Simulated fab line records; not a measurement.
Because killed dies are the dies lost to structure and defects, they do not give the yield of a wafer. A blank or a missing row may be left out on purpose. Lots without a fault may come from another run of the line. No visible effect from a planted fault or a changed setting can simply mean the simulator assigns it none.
The tool behind it: which one? -- flow sky130 -- Sampling: 24 lots, 72 wafers, 6 of 708 route steps

WHAT THE GAUGES READ, wafer by wafer
SKY_METAL1_CD_MEAS_15: target cd 140 nm. Usual: cdNm reads 140.5 nm (standard deviation 1.8).
lot,measured,on,cdNm (nm),flag
L074,day 33 02:08,cdSem-02,138.0 138.1 137.7,
L075,day 33 05:50,cdSem-02,139.1 139.6 138.7,
L076,day 33 08:26,cdSem-01,143.0 141.6 141.4,
L077,day 33 22:20,cdSem-01,141.6 143.2 141.6,
L078,day 33 23:21,cdSem-02,139.3 139.8 139.5,
L079,day 34 05:41,cdSem-01,141.5 141.9 140.7,
L080,day 34 10:29,cdSem-02,139.7 139.6 139.0,
L081,day 34 18:06,cdSem-02,141.4 143.7 143.0,
L082,day 35 07:02,cdSem-02,144.6 145.0 142.4,
L083,day 35 11:08,cdSem-01,138.1 137.4 138.3,
L084,day 35 13:37,cdSem-02,141.1 140.9 140.3,
L085,day 36 04:18,cdSem-02,138.4 139.3 139.3,
L086,day 36 09:06,cdSem-02,141.7 141.7 140.1,
L087,day 36 16:22,cdSem-02,140.3 141.4 140.1,
L088,day 37 11:07,cdSem-02,139.6 140.4 142.2,
L089,day 37 15:13,cdSem-01,140.9 141.0 140.1,
L090,day 38 05:21,cdSem-01,138.6 138.3 139.8,
L091,day 38 11:31,cdSem-02,141.9 141.8 141.0,
L093,day 38 15:53,cdSem-02,136.6 137.4 137.9,
L092,day 38 17:02,cdSem-02,142.1 142.9 143.3,
L094,day 38 19:44,cdSem-01,140.7 139.6 140.8,
L095,day 39 22:13,cdSem-02,140.3 139.5 138.9,
L097,day 39 23:30,cdSem-02,140.6 140.9 142.0,
L096,day 40 07:16,cdSem-01,141.7 142.7 143.0,

SKY_VIA1_THK_MEAS_01. Usual: VIA1_HDPCVD_THK 1036 nm, standard deviation 11.
lot,measured,on,VIA1_HDPCVD_THK (nm),flag
L074,day 33 03:12,filmMetro-01,1027 1008 1041,
L075,day 33 07:00,filmMetro-01,1041 1043 1040,
L076,day 33 09:31,filmMetro-04,1047 1021 1030,
L077,day 33 23:27,filmMetro-04,1041 1044 1035,
L078,day 34 00:24,filmMetro-04,1045 1036 1026,
L079,day 34 06:43,filmMetro-04,1036 1036 1041,
L080,day 34 11:31,filmMetro-04,1022 1043 1027,
L081,day 34 19:13,filmMetro-02,1029 1027 1019,
L082,day 35 08:08,filmMetro-02,1047 1041 1050,
L083,day 35 12:25,filmMetro-02,1038 1040 1032,
L084,day 35 14:40,filmMetro-04,1048 1031 1029,
L085,day 36 05:20,filmMetro-01,1024 1048 1032,
L086,day 36 10:23,filmMetro-02,1041 1032 1035,
L087,day 36 17:23,filmMetro-02,1044 1039 1050,
L088,day 37 12:11,filmMetro-02,1042 1046 1035,
L089,day 37 16:15,filmMetro-02,1046 1045 1056,
L090,day 38 06:38,filmMetro-02,1013 1020 1005,
L091,day 38 12:34,filmMetro-04,1055 1062 1046,
L093,day 38 16:56,filmMetro-04,1027 1026 1032,
L092,day 38 18:04,filmMetro-04,1036 1024 1037,
L094,day 38 20:58,filmMetro-02,1043 1040 1039,
L095,day 39 23:20,filmMetro-02,1058 1053 1035,
L097,day 40 00:33,filmMetro-02,1031 1047 1051,
L096,day 40 08:17,filmMetro-01,1025 1056 1037,

SKY_VIA1_OVL_MEAS_13. Usual: VIA1_OVL -1 nm, standard deviation 6.8.
lot,measured,on,VIA1_OVL (nm),flag
L074,day 34 06:28,overlay-01,0 -9 -6,
L075,day 34 09:46,overlay-01,-13 -5 -14,
L076,day 34 11:25,overlay-01,-1 2 6,
L077,day 35 00:52,overlay-02,1 6 -9,
L078,day 35 02:54,overlay-01,6 -1 -1,
L079,day 35 08:44,overlay-02,0 2 1,
L080,day 35 14:34,overlay-01,6 3 15,
L081,day 35 21:25,overlay-01,12 6 9,
L082,day 36 11:04,overlay-01,6 9 11,
L083,day 36 14:46,overlay-02,-3 -10 0,
L084,day 36 16:40,overlay-02,-12 -17 -13,
L085,day 37 07:34,overlay-01,-4 -5 1,
L086,day 37 12:19,overlay-02,1 -2 7,
L087,day 37 19:52,overlay-01,1 3 1,
L088,day 38 13:43,overlay-02,-4 1 -9,
L089,day 38 18:34,overlay-01,7 5 7,
L090,day 39 07:09,overlay-01,6 4 -8,
L091,day 39 14:43,overlay-02,0 3 -2,
L093,day 39 18:37,overlay-02,3 1 2,
L092,day 39 19:16,overlay-01,4 7 0,
L094,day 39 21:51,overlay-01,-4 0 -1,
L095,day 41 00:49,overlay-01,-5 -11 -9,
L097,day 41 01:22,overlay-02,-22 -19 -11,
L096,day 41 08:19,overlay-02,0 2 -4,

SKY_METAL2_RS_MEAS_05: a four-point-probe measurement. Usual: METAL2_ALCU_RS 0.1309 ohm/sq, standard deviation 0.0016.
lot,measured,on,METAL2_ALCU_RS (ohm/sq),flag
L074,day 34 08:04,filmMetro-03,0.1307 0.1318 0.1308,
L075,day 34 11:18,filmMetro-03,0.1304 0.1300 0.1304,
L076,day 34 12:56,filmMetro-03,0.1323 0.1329 0.1321,
L077,day 35 02:26,filmMetro-02,0.1329 0.1318 0.1324,
L078,day 35 04:44,filmMetro-04,0.1303 0.1295 0.1300,
L079,day 35 10:14,filmMetro-04,0.1313 0.1310 0.1313,
L080,day 35 16:05,filmMetro-03,0.1329 0.1326 0.1320,
L081,day 35 22:54,filmMetro-02,0.1331 0.1328 0.1339,
L082,day 36 12:34,filmMetro-04,0.1306 0.1325 0.1323,
L083,day 36 16:16,filmMetro-04,0.1297 0.1297 0.1286,
L084,day 36 18:14,filmMetro-02,0.1300 0.1311 0.1307,
L085,day 37 09:05,filmMetro-04,0.1303 0.1310 0.1314,
L086,day 37 13:49,filmMetro-03,0.1324 0.1319 0.1310,
L087,day 37 21:23,filmMetro-03,0.1302 0.1304 0.1300,
L088,day 38 15:13,filmMetro-04,0.1297 0.1286 0.1296,
L089,day 38 20:04,filmMetro-04,0.1309 0.1312 0.1304,
L090,day 39 08:44,filmMetro-02,0.1293 0.1297 0.1305,
L091,day 39 16:12,filmMetro-04,0.1318 0.1327 0.1330,
L093,day 39 20:16,filmMetro-04,0.1284 0.1278 0.1281,
L092,day 39 20:45,filmMetro-04,0.1308 0.1308 0.1311,
L094,day 39 23:20,filmMetro-04,0.1282 0.1286 0.1271,
L095,day 41 02:20,filmMetro-04,0.1344 0.1348 0.1349,
L097,day 41 02:53,filmMetro-03,0.1326 0.1307 0.1327,
L096,day 41 09:51,filmMetro-03,0.1304 0.1316 0.1313,

SKY_VIA2_CD_MEAS_12: target cd 200 nm. Usual: cdNm reads 200.3 nm (standard deviation 1.4).
lot,measured,on,cdNm (nm),flag
L074,day 36 13:23,cdSem-01,199.9 198.5 199.2,
L075,day 36 16:02,cdSem-02,201.0 198.1 198.2,
L076,day 36 18:31,cdSem-01,199.2 198.3 198.6,
L077,day 37 05:32,cdSem-02,202.1 203.7 200.6,
L078,day 37 09:14,cdSem-02,200.4 201.2 199.9,
L079,day 37 14:57,cdSem-02,197.6 199.3 199.2,
L080,day 37 21:05,cdSem-01,200.7 201.0 201.1,
L081,day 38 02:59,cdSem-01,201.8 200.6 201.4,
L082,day 38 16:25,cdSem-02,199.8 200.3 199.3,
L083,day 38 20:45,cdSem-01,202.4 202.3 202.0,
L084,day 38 22:56,cdSem-01,199.2 198.1 198.5,
L085,day 39 12:02,cdSem-01,200.7 200.3 201.9,
L086,day 39 17:17,cdSem-02,201.1 200.7 201.8,
L087,day 40 00:17,cdSem-02,197.7 199.5 199.4,
L088,day 40 18:37,cdSem-01,203.2 202.6 203.0,
L089,day 40 21:57,cdSem-02,202.6 201.7 202.4,
L090,day 41 10:07,cdSem-02,200.3 202.0 202.5,
L091,day 41 19:47,cdSem-01,199.6 201.0 199.4,
L093,day 41 21:43,cdSem-01,199.9 199.2 201.2,
L092,day 41 22:41,cdSem-01,200.4 202.1 201.3,
L094,day 42 01:59,cdSem-01,198.5 199.2 199.2,
L095,day 43 02:53,cdSem-01,202.3 201.2 202.8,
L097,day 43 04:01,cdSem-01,199.9 199.2 200.9,
L096,day 43 09:41,cdSem-01,198.6 197.9 198.8,

WHICH TOOL RAN EACH LOT (tool, then ch and the chambers of the sampled wafers, then the start)
lot,SKY_METAL2_SPUTTER_01
L074,"pvdSputter-03, day 34 07:53"
L075,"pvdSputter-03, day 34 11:08"
L076,"pvdSputter-03, day 34 12:47"
L077,"pvdSputter-03, day 35 02:19"
L078,"pvdSputter-02, day 35 04:37"
L079,"pvdSputter-03, day 35 10:05"
L080,"pvdSputter-03, day 35 15:56"
L081,"pvdSputter-03, day 35 22:47"
L082,"pvdSputter-03, day 36 12:27"
L083,"pvdSputter-02, day 36 16:08"
L084,"pvdSputter-02, day 36 18:07"
L085,"pvdSputter-03, day 37 08:58"
L086,"pvdSputter-03, day 37 13:42"
L087,"pvdSputter-01, day 37 21:13"
L088,"pvdSputter-01, day 38 15:05"
L089,"pvdSputter-01, day 38 19:56"
L090,"pvdSputter-01, day 39 08:37"
L091,"pvdSputter-03, day 39 16:05"
L093,"pvdSputter-02, day 39 20:09"
L092,"pvdSputter-03, day 39 20:38"
L094,"pvdSputter-02, day 39 23:13"
L095,"pvdSputter-03, day 41 02:13"
L097,"pvdSputter-01, day 41 02:46"
L096,"pvdSputter-01, day 41 09:41"
- SKY_METAL2_SPUTTER_01: material TiN, target thk 20 nm, time 16.7 s.

WHAT THE TOOLS THEMSELVES READ (means of the sampled wafers that have a number; where no wafer has one, the mark that the record gives instead)
SKY_METAL2_SPUTTER_01. Usual: throttleValvePct reads 30.0 % (standard deviation 1.5).
lot,tool,throttleValvePct (%),flag
L074,pvdSputter-03,29.1,
L075,pvdSputter-03,30.8,
L076,pvdSputter-03,29.3,
L077,pvdSputter-03,29.1,
L078,pvdSputter-02,29.9,
L079,pvdSputter-03,30.0,
L080,pvdSputter-03,29.2,
L081,pvdSputter-03,30.6,
L082,pvdSputter-03,28.3,
L083,pvdSputter-02,29.8,
L084,pvdSputter-02,30.0,
L085,pvdSputter-03,30.6,
L086,pvdSputter-03,32.3,
L087,pvdSputter-01,29.1,
L088,pvdSputter-01,30.0,
L089,pvdSputter-01,29.6,
L090,pvdSputter-01,30.3,
L091,pvdSputter-03,29.2,
L093,pvdSputter-02,29.6,
L092,pvdSputter-03,28.9,
L094,pvdSputter-02,30.0,
L095,pvdSputter-03,29.9,
L097,pvdSputter-01,30.0,
L096,pvdSputter-01,29.8,

THE ANSWER, worked out from the rows above alone
Rule: a lot counts as off when the mean over its wafers that have a number is more than 3 standard deviations away from the usual mean. Also off: a lot with no number at a reading for which 4 or more lots have one. All remaining lots with rows at the step are treated as sound. The gauges are gone through in route order, then the tools' own readings, and for those a lot's mean is taken as printed above. At the first step where some lot is off, the reading lying furthest off is the one used; lots without a number count as furthest.
None of the lots is off at any reading shown; this tells nothing.

WHAT THE SIMULATOR PUT IN
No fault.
